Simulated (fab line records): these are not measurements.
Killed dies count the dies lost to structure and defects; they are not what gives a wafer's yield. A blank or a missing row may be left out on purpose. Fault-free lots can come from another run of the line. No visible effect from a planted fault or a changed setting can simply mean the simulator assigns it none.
The same fault as seen by 2 desks	flow sky130	each desk holds nothing but its own numbers, with what lay behind them at the end

## THE TOOL OWNER'S DESK: implanter-01
For each lot that ran on this tool, the mean over its sampled wafers that have a number, from the tool's own readings at SKY_PWDE_IMPLANT_08. The brackets show how far a lot's mean lies from the usual mean; more than 4 standard deviations puts the lot out of limits, marked OUT.
Columns: A = beam_energy_keV at SKY_PWDE_IMPLANT_08, usual 150.01
lot	first seen here	A
L537	day 5 02:43	149.99
L541	day 5 21:13	150.02
L542	day 6 03:50	149.99
L549	day 8 00:20	157.09 (+99 or more) OUT
L550	day 8 05:49	157.04 (+99 or more) OUT
This desk finds L549, L550 out of limits, L549 being first, at day 8 00:20 (beam_energy_keV at SKY_PWDE_IMPLANT_08). In limits: L537, L541, L542.

## AT THE METROLOGY DESK
Means of the sampled wafers that have a number, per lot and without regard to the tool the lot ran on: this is what the gauges read. The brackets show how far a lot's mean lies from the usual mean; more than 4 standard deviations puts the lot out of limits, marked OUT.
Columns: A = NWELL_OXIDATION_THK at SKY_NWELL_THK_MEAS_02, usual 10.06 nm; B = VT_ADJUST_LVTN_01_OVL at SKY_VT_ADJUST_LVTN_OVL_MEAS_18, usual -0.1 nm
lot	first seen here	A	B
L536	day 3 09:46	10.33	-0.5
L537	day 3 17:05	10.50	0.4
L538	day 3 20:35	9.95	0.5
L539	day 4 01:04	9.75	-1.1
L540	day 4 04:00	10.15	1.2
L541	day 4 09:44	10.49	0.9
L542	day 4 16:36	10.46	2.2
L544	day 5 04:08	9.93	-0.8
L545	day 5 08:07	10.00	-2.4
L548	day 6 02:01	10.15	0.4
L549	day 6 08:52	10.18	0.4
L550	day 6 13:57	9.87	1.5
L554	day 7 11:25	9.89	0.9
Finding of this desk: none of the 13 lots has anything out of limits.

## ALL TOGETHER
An alarm could have come from the tool owner's desk at day 8 00:20, on L549, L550.
Nothing out of limits was seen by the metrology desk.
The metrology desk has L549, L550 on record, within its limits.
The lots listed all ran SKY_PWDE_IMPLANT_08 on implanter-01.

## WHAT THE SIMULATOR HAD PUT IN
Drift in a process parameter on implanter-01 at SKY_PWDE_IMPLANT_08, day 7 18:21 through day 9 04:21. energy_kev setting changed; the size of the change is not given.
Lots struck among those shown: L549, L550.
Delay in hours, fault start to first out-of-limits reading, by desk: the tool owner's desk at 6.
